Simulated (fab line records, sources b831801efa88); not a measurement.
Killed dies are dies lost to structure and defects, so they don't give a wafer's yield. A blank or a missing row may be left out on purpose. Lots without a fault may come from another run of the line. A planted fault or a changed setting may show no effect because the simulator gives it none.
fab line records | flow gf180mcu
record lots=13 wafers=39 last_day=34
route steps=602 shown HV_LDD@196 CONTACT@291
lots that met no fault: from a run of the same line without faults
start_h: hours from the record's first day to the start of the lot's first wafer shown | wait_h: hours since the lot's step before | " the same as in the row above | L1.1+2: a row that stands for several wafers | - no value, or no start given | * or withheld: withheld | < > ~ a bound
route shown NAME@n: a module of which the file shows steps, and the number in the route of the first | usual: mean/standard deviation of fault-free wafers | same: alike in all rows | chamber/n: place in a boat | sites: the reading at each site | _std_site: their standard deviation | _edge_site: outer sites' mean less inner sites' | radius_mm: how far each site lies from the wafer's centre | mask NAME#n: copy n | behind: the tool/chamber that last shaped the wafer | hold: why the lot was held/for how many hours/how that ended | device: the transistor (n, p or np) that didn't switch | end of line: the same wafers' tests at the end of the route | a step without rows: its recipe alone | killed: dies lost to structure and defects at the first sort, not the wafer's yield | map: a wafer's dies, x killed, . not, _ none there
set.NAME: the setting as run; set.NAME@STEP: as run at that earlier step | model.NAME: the simulator's own value behind a step, which no gauge read
steps of the route over a sample of lots; a table a step, a row a wafer
services: from which hour (start_h, from the record's first day; less than 0 if before it) a tool's chamber was out of use, for how many hours, and why
## steps
# step GF_HV_LDD_OVL_MEAS_20
# usual HV_LDD_01_OVL=0.2/1.2
# columns lot.wafer tool chamber start_h wait_h HV_LDD_01_OVL[nm]
L463.2 overlay-01 - 234.19 0.1 1.2
L463.4 " - " " 1.3
L463.5 " - " " 0.9
L464.1 overlay-02 - 241.48 0.1 -0.2
L464.4 " - " " 1.4
L464.5 " - " " 0.3
L465.2 overlay-01 - 248.61 0.1 -2.4
L465.3 " - " " -0.5
L465.6 " - " " -0.1
L466.3 overlay-02 - 257.06 0.1 -0.7
L466.4 " - " " -0.6
L466.6 " - " " 0.7
L467.2 overlay-01 - 263.89 0.1 1.0
L467.3 " - " " 0.8
L467.5 " - " " 0.7
L468.1 overlay-02 - 272.03 0.1 3.8
L468.3 " - " " 2.3
L468.6 " - " " 2.5
L470.4 overlay-02 - 287.77 0.1 0.4
L470.5 " - " " 0.6
L470.6 " - " " 0.3
L471.2 overlay-02 - 296.90 0.1 -1.8
L471.4 " - " " -0.6
L471.5 " - " " -0.8
L478.1 overlay-01 - 349.03 0.1 -0.5
L478.2 " - " " -0.2
L478.3 " - " " -1.1
L479.1 overlay-02 - 355.58 0.1 0.1
L479.2 " - " " -1.2
L479.4 " - " " 1.2
L480.3 overlay-01 - 363.26 0.1 0.0
L480.4 " - " " -0.2
L480.5 " - " " 0.0
L484.1 overlay-02 - 392.05 0.1 -0.6
L484.2 " - " " 0.6
L484.5 " - " " -1.5
L486.1 overlay-02 - 411.95 0.1 1.4
L486.2 " - " " 0.2
L486.5 " - " " 1.0
# step GF_HV_LDD_IMPLANT_36
# recipe species=P energy_kev=60 dose_cm2=7.5e+12 tilt_deg=30 rotation_deg=270
# columns lot.wafer tool chamber start_h wait_h
L463.2+4+5 implanter-02 0 253.34 0.1
L464.1+4+5 implanter-02 0 261.13 0.1
L465.2+3+6 implanter-04 0 268.14 0.1
L466.3+4+6 implanter-02 0 276.48 0.1
L467.2+3+5 implanter-02 0 284.54 0.1
L468.1+3+6 implanter-02 0 292.23 0.1
L470.4+5+6 implanter-02 0 308.44 0.1
L471.2+4+5 implanter-02 0 317.30 0.1
L478.1+2+3 implanter-01 0 372.03 0.1
L479.1+2+4 implanter-02 0 379.23 0.1
L480.3+4+5 implanter-04 0 386.43 0.1
L484.1+2+5 implanter-01 0 416.33 0.1
L486.1+2+5 implanter-02 0 436.38 0.1
# step GF_HV_LDD_TW_MEAS_38
# usual HV_LDD_3_TW=1433/8.8
# columns lot.wafer tool chamber start_h wait_h HV_LDD_3_TW
L463.2 film_metro-01 - 253.58 0.1 1440
L463.4 " - " " 1437
L463.5 " - " " 1435
L464.1 film_metro-03 - 261.38 0.1 1445
L464.4 " - " " 1433
L464.5 " - " " 1438
L465.2 film_metro-04 - 268.38 0.1 1428
L465.3 " - " " 1429
L465.6 " - " " 1429
L466.3 film_metro-03 - 276.70 0.1 1442
L466.4 " - " " 1451
L466.6 " - " " 1448
L467.2 film_metro-01 - 284.78 0.1 1445
L467.3 " - " " 1447
L467.5 " - " " 1443
L468.1 film_metro-01 - 292.48 0.1 1443
L468.3 " - " " 1435
L468.6 " - " " 1434
L470.4 film_metro-01 - 308.65 0.1 1402
L470.5 " - " " 1397
L470.6 " - " " 1405
L471.2 film_metro-01 - 317.54 0.1 1407
L471.4 " - " " 1405
L471.5 " - " " 1401
L478.1 film_metro-01 - 372.28 0.1 1426
L478.2 " - " " 1431
L478.3 " - " " 1434
L479.1 film_metro-03 - 379.48 0.1 1448
L479.2 " - " " 1453
L479.4 " - " " 1446
L480.3 film_metro-01 - 386.65 0.1 1434
L480.4 " - " " 1435
L480.5 " - " " 1430
L484.1 film_metro-01 - 416.58 0.1 1437
L484.2 " - " " 1423
L484.5 " - " " 1433
L486.1 film_metro-04 - 436.63 0.1 1427
L486.2 " - " " 1433
L486.5 " - " " 1427
# step GF_HV_LDD_RTA_52
# recipe temp_c=1000 time_s=10 ambient=N2
# usual lamp_power_pct=30.9/2.6 wafer_temp_C_max=1004.7/1
# same time_s=10
# columns lot.wafer tool chamber start_h wait_h lamp_power_pct wafer_temp_C_max
L463.2 rtp_anneal-01 0 272.25 0.0 33.4 1005.6
L463.4 " 0 " " 33.4 1004.5
L463.5 " 0 " " 33.4 1005.1
L464.1 rtp_anneal-01 0 281.73 0.0 33.4 1004.9
L464.4 " 0 " " 33.3 1005.5
L464.5 " 0 " " 33.3 1005.3
L465.2 rtp_anneal-01 0 288.46 0.0 33.4 1004.7
L465.3 " 0 " " 33.4 1004.6
L465.6 " 0 " " 33.4 1006.7
L466.3 rtp_anneal-01 0 297.02 0.0 33.3 1005.3
L466.4 " 0 " " 33.3 1004.1
L466.6 " 0 " " 33.3 1004.3
L467.2 rtp_anneal-01 0 304.70 0.0 33.4 1004.0
L467.3 " 0 " " 33.3 1005.0
L467.5 " 0 " " 33.3 1006.2
L468.1 rtp_anneal-02 0 313.74 0.0 28.0 1003.9
L468.3 " 0 " " 28.0 1003.1
L468.6 " 0 " " 28.0 1004.1
L470.4 rtp_anneal-02 0 329.81 0.0 28.0 1004.1
L470.5 " 0 " " 28.1 1006.1
L470.6 " 0 " " 28.0 1003.4
L471.2 rtp_anneal-02 0 338.45 0.0 28.1 1004.6
L471.4 " 0 " " 28.0 1004.9
L471.5 " 0 " " 28.0 1003.2
L478.1 rtp_anneal-01 0 395.39 0.0 33.3 1006.0
L478.2 " 0 " " 33.3 1005.8
L478.3 " 0 " " 33.4 1004.9
L479.1 rtp_anneal-02 0 402.39 0.0 28.1 1003.4
L479.2 " 0 " " 28.1 1005.2
L479.4 " 0 " " 28.1 1004.1
L480.3 rtp_anneal-02 0 410.66 0.0 28.0 1003.1
L480.4 " 0 " " 28.1 1005.6
L480.5 " 0 " " 28.0 1004.9
L484.1 rtp_anneal-01 0 441.37 0.0 33.4 1006.4
L484.2 " 0 " " 33.4 1003.9
L484.5 " 0 " " 33.3 1006.3
L486.1 rtp_anneal-02 0 460.89 0.0 28.0 1004.6
L486.2 " 0 " " 28.0 1004.2
L486.5 " 0 " " 28.0 1004.1
# step GF_HV_LDD_RS_MEAS_53
# recipe thk_meas_gauge=four-point-probe
# usual HV_LDD_RS=418.5/0.9
# columns lot.wafer tool chamber start_h wait_h HV_LDD_RS[ohm/sq]
L463.2 film_metro-04 - 272.33 0.1 417.7
L463.4 " - " " 418.3
L463.5 " - " " 417.8
L464.1 film_metro-03 - 281.80 0.1 419.7
L464.4 " - " " 419.5
L464.5 " - " " 418.5
L465.2 film_metro-01 - 288.53 0.1 419.8
L465.3 " - " " 419.2
L465.6 " - " " 418.8
L466.3 film_metro-01 - 297.10 0.1 418.1
L466.4 " - " " 418.5
L466.6 " - " " 417.8
L467.2 film_metro-01 - 304.77 0.1 417.3
L467.3 " - " " 418.3
L467.5 " - " " 418.7
L468.1 film_metro-04 - 313.81 0.1 418.2
L468.3 " - " " 418.1
L468.6 " - " " 417.2
L470.4 film_metro-03 - 329.91 0.1 423.1
L470.5 " - " " 422.8
L470.6 " - " " 424.0
L471.2 film_metro-01 - 338.53 0.1 425.1
L471.4 " - " " 424.8
L471.5 " - " " 424.4
L478.1 film_metro-01 - 395.46 0.1 419.6
L478.2 " - " " 419.2
L478.3 " - " " 419.6
L479.1 film_metro-01 - 402.45 0.1 418.6
L479.2 " - " " 418.3
L479.4 " - " " 418.1
L480.3 film_metro-04 - 410.74 0.1 419.2
L480.4 " - " " 419.0
L480.5 " - " " 418.3
L484.1 film_metro-04 - 441.43 0.1 417.6
L484.2 " - " " 417.8
L484.5 " - " " 418.1
L486.1 film_metro-01 - 460.96 0.1 419.5
L486.2 " - " " 419.1
L486.5 " - " " 420.7
# step GF_CONTACT_CMP_04
# recipe material=SiO2 down_force_psi=4 platen_rpm=60 pad_velocity_m_s=0.94248
# usual head_pressure_psi=4.001/0.0084 motor_current_A=11.9/1.5 time_to_endpoint_s=113/5.5
# columns lot.wafer tool chamber start_h wait_h head_pressure_psi motor_current_A time_to_endpoint_s
L463.2 cmp-01 1 339.01 0.1 4.000 12.4 108
L463.4 " 2 " " 4.010 11.2 111
L463.5 " 0 " " 3.988 14.4 105
L464.1 cmp-01 3 348.87 0.1 3.993 9.4 115
L464.4 " 1 " " 4.001 11.1 115
L464.5 " 0 " " 4.024 14.2 114
L465.2 cmp-01 3 355.43 0.0 3.993 9.3 111
L465.3 " 0 " " 4.021 14.7 105
L465.6 " 0 " " 4.012 14.3 114
L466.3 cmp-02 1 366.76 0.1 3.997 11.1 114
L466.4 " 2 " " 4.004 12.7 114
L466.6 " 0 " " 4.000 11.9 114
L467.2 cmp-01 1 373.88 0.1 3.995 11.5 117
L467.3 " 3 " " 3.995 10.0 114
L467.5 " 0 " " 3.997 14.7 119
L468.1 cmp-01 3 383.37 0.1 3.983 9.9 117
L468.3 " 1 " " 3.999 11.9 115
L468.6 " 0 " " 4.000 14.1 118
L470.4 cmp-01 2 400.56 0.1 3.997 12.2 108
L470.6 " 1 " " 3.994 11.4 115
L470.5 " 2 " " 3.991 11.5 111
L471.2 cmp-02 2 411.12 0.1 3.994 12.2 109
L471.4 " 0 " " 4.002 11.9 105
L471.5 " 2 " " 3.998 13.5 109
L478.3 cmp-01 3 472.25 0.1 4.011 10.2 120
L478.1 " 0 " " 4.005 14.7 111
L478.2 " 1 " " 4.014 12.4 112
L479.1 cmp-01 2 479.13 0.1 4.003 11.8 117
L479.2 " 3 " " 4.002 9.9 110
L479.4 " 1 " " 3.994 11.3 113
L480.4 cmp-01 2 487.73 0.1 4.002 11.8 113
L480.3 " 3 " " 3.988 9.7 117
L480.5 " 0 " " 4.004 14.1 114
L484.2 cmp-01 3 518.76 0.1 4.000 10.1 117
L484.1 " 0 " " 4.004 14.6 108
L484.5 " 2 " " 3.994 11.8 120
L486.2 cmp-01 1 537.19 0.3 4.001 11.4 109
L486.1 " 2 " " 4.003 12.1 105
L486.5 " 1 " " 4.005 12.2 114
## services
# columns tool chamber start_h hours kind
cmp-02 - 232.33 4.0 pm
implanter-02 - 241.81 3.7 repair
cmp-01 - 251.27 4.2 pm
cmp-01 - 257.94 1.1 repair
implanter-01 - 263.68 2.7 repair
implanter-04 - 264.47 2.3 repair
implanter-01 - 266.37 6.2 pm
rtp_anneal-02 - 279.24 5.4 pm
cmp-01 - 292.50 6.9 pm
cmp-02 - 293.94 2.4 repair
implanter-02 - 296.79 2.6 repair
cmp-02 - 311.96 11.6 repair
implanter-02 - 313.25 3.5 repair
cmp-02 - 316.19 1.5 repair
implanter-02 - 320.42 2.7 pm
cmp-01 - 360.71 0.7 repair
cmp-01 - 365.03 1.9 repair
implanter-02 - 386.21 0.6 repair
implanter-02 - 390.35 6.0 repair
implanter-02 - 397.73 15.2 pm
cmp-01 - 401.38 0.5 repair
cmp-01 - 404.07 4.0 pm
cmp-01 - 477.63 0.6 repair
cmp-01 - 486.63 0.4 repair
## key
first_sign step=GF_HV_LDD_TW_MEAS_38 reading=HV_LDD_3_TW direction=down sigmas=3.5 usual=1433 struck=1403
effect step=GF_HV_LDD_RS_MEAS_53 reading=HV_LDD_RS direction=up sigmas=6.1 usual=418.5 struck=424.0
met_at GF_HV_LDD_IMPLANT_36
struck_lots L470,L471
tester_left_out L470,L471
not_acting_at GF_HV_LDD_OVL_MEAS_20,GF_HV_LDD_RTA_52,GF_CONTACT_CMP_04
onset_between 292.23 308.44
fault kind=process_parameter_drift tool=implanter-02 chamber=- onset_h=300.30 steps=GF_HV_LDD_IMPLANT_36 channel=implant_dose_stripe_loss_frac offset=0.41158 shape=step end_h=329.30
# tester_left_out: of these lots the tester's yield and bins aren't shown, on N5 and GAA mostly nor the transistor test; their killed dies are dies lost to structure and defects alone, not to doping, threshold or leakage, so they don't give the yield
